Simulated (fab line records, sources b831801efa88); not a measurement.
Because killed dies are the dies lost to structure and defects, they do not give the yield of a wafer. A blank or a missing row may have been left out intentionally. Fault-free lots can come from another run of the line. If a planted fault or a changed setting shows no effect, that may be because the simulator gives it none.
Which tool did it? :: flow sky130 :: 37 wafers from 13 lots sampled at 4 of the route's 708 steps

WHAT EACH GAUGE READ, for each wafer
SKY_FIELD_ISO_THK_MEAS_25. Usual: FIELD_ISO_CVD_24_THK 594 nm, standard deviation 4.9.
lot: L485
measured: day 2 07:17
on: film-metro-01
FIELD_ISO_CVD_24_THK (nm): 588 589 581
flag: 

lot: L486
measured: day 2 13:25
on: film-metro-03
FIELD_ISO_CVD_24_THK (nm): 597 598 591
flag: 

lot: L487
measured: day 2 19:57
on: film-metro-03
FIELD_ISO_CVD_24_THK (nm): 595 604 591
flag: 

lot: L488
measured: day 2 23:55
on: film-metro-04
FIELD_ISO_CVD_24_THK (nm): 603 594 592
flag: 

lot: L489
measured: day 3 03:02
on: film-metro-04
FIELD_ISO_CVD_24_THK (nm): 588 587 593
flag: 

lot: L490
measured: day 3 11:08
on: film-metro-01
FIELD_ISO_CVD_24_THK (nm): 587 583 588
flag: 

lot: L494
measured: day 4 05:52
on: film-metro-04
FIELD_ISO_CVD_24_THK (nm): 589 594
flag: 

lot: L497
measured: day 4 23:01
on: film-metro-04
FIELD_ISO_CVD_24_THK (nm): 599 598 596
flag: 

lot: L500
measured: day 5 15:21
on: film-metro-03
FIELD_ISO_CVD_24_THK (nm): 595 595
flag: 

lot: L501
measured: day 5 21:56
on: film-metro-04
FIELD_ISO_CVD_24_THK (nm): 603 600 606
flag: 

lot: L506
measured: day 6 21:21
on: film-metro-04
FIELD_ISO_CVD_24_THK (nm): 597 592 594
flag: 

lot: L505
measured: day 6 21:22
on: film-metro-01
FIELD_ISO_CVD_24_THK (nm): 591 594 594
flag: 

lot: L507
measured: day 7 00:29
on: film-metro-01
FIELD_ISO_CVD_24_THK (nm): 598 592 604
flag: 

SKY_NWELL_THK_MEAS_02. Usual: NWELL_OXIDATION_THK 10.11 nm, standard deviation 0.21.
lot: L485
measured: day 2 12:29
on: film-metro-01
NWELL_OXIDATION_THK (nm): 9.95 10.09 9.99
flag: 

lot: L486
measured: day 2 21:12
on: film-metro-02
NWELL_OXIDATION_THK (nm): 9.90 9.99 9.97
flag: 

lot: L487
measured: day 3 02:31
on: film-metro-02
NWELL_OXIDATION_THK (nm): 10.35 10.17 10.24
flag: 

lot: L488
measured: day 3 04:17
on: film-metro-03
NWELL_OXIDATION_THK (nm): 9.74 9.92 9.86
flag: 

lot: L489
measured: day 3 08:27
on: film-metro-03
NWELL_OXIDATION_THK (nm): 9.95 10.06 9.76
flag: 

lot: L490
measured: day 3 15:43
on: film-metro-03
NWELL_OXIDATION_THK (nm): 10.17 10.22 10.01
flag: 

lot: L494
measured: day 4 09:55
on: film-metro-01
NWELL_OXIDATION_THK (nm): 10.17 10.09
flag: 

lot: L497
measured: day 5 04:18
on: film-metro-01
NWELL_OXIDATION_THK (nm): 10.18 10.27 10.16
flag: 

lot: L500
measured: day 5 21:16
on: film-metro-01
NWELL_OXIDATION_THK (nm): 10.39 10.26
flag: 

lot: L501
measured: day 6 02:47
on: film-metro-02
NWELL_OXIDATION_THK (nm): 10.24 10.43 10.39
flag: 

lot: L506
measured: day 7 04:48
on: film-metro-03
NWELL_OXIDATION_THK (nm): 9.80 9.94 9.82
flag: 

lot: L505
measured: day 7 04:49
on: film-metro-01
NWELL_OXIDATION_THK (nm): 9.82 9.64 9.83
flag: 

lot: L507
measured: day 7 07:14
on: film-metro-01
NWELL_OXIDATION_THK (nm): 10.19 10.13 10.12
flag: 

SKY_PWDE_OVL_MEAS_07. Usual: PWDE_OVL -0.5 nm, standard deviation 1.3.
lot: L485
measured: day 3 18:17
on: overlay-02
PWDE_OVL (nm): -0.9 0.7 -0.1
flag: 

lot: L486
measured: day 4 04:26
on: overlay-01
PWDE_OVL (nm): -0.6 -0.4 -0.8
flag: 

lot: L487
measured: day 4 09:49
on: overlay-02
PWDE_OVL (nm): 1.1 -1.8 1.7
flag: 

lot: L488
measured: day 4 11:10
on: overlay-01
PWDE_OVL (nm): -1.2 -2.0 -2.4
flag: 

lot: L489
measured: day 4 17:10
on: overlay-01
PWDE_OVL (nm): 1.0 -1.0 -1.6
flag: 

lot: L490
measured: day 4 23:46
on: overlay-01
PWDE_OVL (nm): -0.2 0.4 0.4
flag: 

lot: L494
measured: day 5 20:32
on: overlay-02
PWDE_OVL (nm): 0.5 -1.3
flag: 

lot: L497
measured: day 6 16:44
on: overlay-02
PWDE_OVL (nm): -1.3 -0.2 -1.5
flag: 

lot: L500
measured: day 7 09:39
on: overlay-01
PWDE_OVL (nm): -0.3 1.2
flag: 

lot: L501
measured: day 7 15:58
on: overlay-01
PWDE_OVL (nm): 0.2 0.1 0.6
flag: 

lot: L506
measured: day 8 21:52
on: overlay-01
PWDE_OVL (nm): 1.0 1.3 0.6
flag: 

lot: L505
measured: day 8 22:02
on: overlay-02
PWDE_OVL (nm): -1.0 -1.3 -2.9
flag: 

lot: L507
measured: day 9 00:10
on: overlay-02
PWDE_OVL (nm): -0.4 -0.4 -0.3
flag: 

EACH LOT AND THE TOOL THAT RAN IT (in order: tool; ch and the chambers of the sampled wafers; start)
lot: L485
SKY_FIELD_ISO_CMP_27: cmp-01 ch 1,2,3, day 2 08:50

lot: L486
SKY_FIELD_ISO_CMP_27: cmp-01 ch 1,2,3, day 2 17:36

lot: L487
SKY_FIELD_ISO_CMP_27: cmp-01 ch 0,1, day 2 23:36

lot: L488
SKY_FIELD_ISO_CMP_27: cmp-02 ch 0,1,2, day 3 01:32

lot: L489
SKY_FIELD_ISO_CMP_27: cmp-01 ch 0,3, day 3 05:31

lot: L490
SKY_FIELD_ISO_CMP_27: cmp-02 ch 0,2,3, day 3 12:41

lot: L494
SKY_FIELD_ISO_CMP_27: cmp-01 ch 1, day 4 07:34

lot: L497
SKY_FIELD_ISO_CMP_27: cmp-01 ch 0,1,3, day 5 01:49

lot: L500
SKY_FIELD_ISO_CMP_27: cmp-01 ch 3, day 5 18:15

lot: L501
SKY_FIELD_ISO_CMP_27: cmp-02 ch 0,1,3, day 6 00:12

lot: L506
SKY_FIELD_ISO_CMP_27: cmp-02 ch 2,3, day 7 00:35

lot: L505
SKY_FIELD_ISO_CMP_27: cmp-02 ch 0,1,3, day 7 00:26

lot: L507
SKY_FIELD_ISO_CMP_27: cmp-02 ch 1,2, day 7 03:26
- SKY_FIELD_ISO_CMP_27: polishes, stops on Si3N4, t overpolish 16 s, target thk 457.8 nm.

WHAT THE TOOLS THEMSELVES READ (means of the sampled wafers that have a number; where no wafer has one, the mark that the record gives instead)
SKY_FIELD_ISO_CMP_27. Usual: motor-current-A 11.8 A, standard deviation 1.1; overpolish-run-s 16.001 s, standard deviation 0.0087; time-to-endpoint-s 110 s, standard deviation 3.9.
lot: L485
tool: cmp-01
motor-current-A (A): 11.7
overpolish-run-s (s): 15.998
time-to-endpoint-s (s): 111
flag: 

lot: L486
tool: cmp-01
motor-current-A (A): 11.5
overpolish-run-s (s): 15.994
time-to-endpoint-s (s): 118
flag: 

lot: L487
tool: cmp-01
motor-current-A (A): 12.2
overpolish-run-s (s): 15.999
time-to-endpoint-s (s): 116
flag: 

lot: L488
tool: cmp-02
motor-current-A (A): 12.5
overpolish-run-s (s): 16.005
time-to-endpoint-s (s): 110
flag: 

lot: L489
tool: cmp-01
motor-current-A (A): 10.9
overpolish-run-s (s): 16.008
time-to-endpoint-s (s): 115
flag: 

lot: L490
tool: cmp-02
motor-current-A (A): 12.0
overpolish-run-s (s): 15.990
time-to-endpoint-s (s): 107
flag: 

lot: L494
tool: cmp-01
motor-current-A (A): 13.8
overpolish-run-s (s): 16.000
time-to-endpoint-s (s): 84
flag: OFF

lot: L497
tool: cmp-01
motor-current-A (A): 11.8
overpolish-run-s (s): 16.004
time-to-endpoint-s (s): 96
flag: OFF

lot: L500
tool: cmp-01
motor-current-A (A): 10.6
overpolish-run-s (s): 16.000
time-to-endpoint-s (s): 84
flag: OFF

lot: L501
tool: cmp-02
motor-current-A (A): 12.5
overpolish-run-s (s): 16.010
time-to-endpoint-s (s): 109
flag: 

lot: L506
tool: cmp-02
motor-current-A (A): 11.7
overpolish-run-s (s): 15.991
time-to-endpoint-s (s): 106
flag: 

lot: L505
tool: cmp-02
motor-current-A (A): 12.3
overpolish-run-s (s): 16.000
time-to-endpoint-s (s): 109
flag: 

lot: L507
tool: cmp-02
motor-current-A (A): 12.9
overpolish-run-s (s): 16.001
time-to-endpoint-s (s): 111
flag: 

THE ANSWER, worked out from the rows above alone
Rule: a lot counts as off when the mean over its wafers that have a number is more than 3 standard deviations away from the usual mean. A lot without any number at a reading at which 4 lots or more have one is off too. The other lots that the step has rows for count as sound. Order of review: gauges by route order, followed by the tools' own readings, for which a lot's mean as printed above is used. The first step at which some lot is off is used, and at that step the reading that is off furthest; a lot without a number counts as furthest.
Off, at SKY_FIELD_ISO_CMP_27 on time-to-endpoint-s: L494, L497, L500.
If a tool, at that step or one of the process steps before it, ran each lot that is off and ran no sound lot following the first of them, it fits. One fits: SKY_FIELD_ISO_CMP_27 on cmp-01. A fault onset in the window from L489 (day 3 05:31, its last sound lot) to L494 (day 4 07:34, its first lot off) fits.
On the lots that are off, the tool's own readings at SKY_FIELD_ISO_CMP_27 differ by more than 5 times the standard deviation of the sound lots' means, which bears it out; time-to-endpoint-s reads 88 s there versus 111 s on the sound lots.

WHAT HAD BEEN PUT IN BY THE SIMULATOR
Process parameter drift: cmp-01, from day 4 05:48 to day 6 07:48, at SKY_FIELD_ISO_CMP_27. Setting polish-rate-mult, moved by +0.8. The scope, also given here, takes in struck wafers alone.
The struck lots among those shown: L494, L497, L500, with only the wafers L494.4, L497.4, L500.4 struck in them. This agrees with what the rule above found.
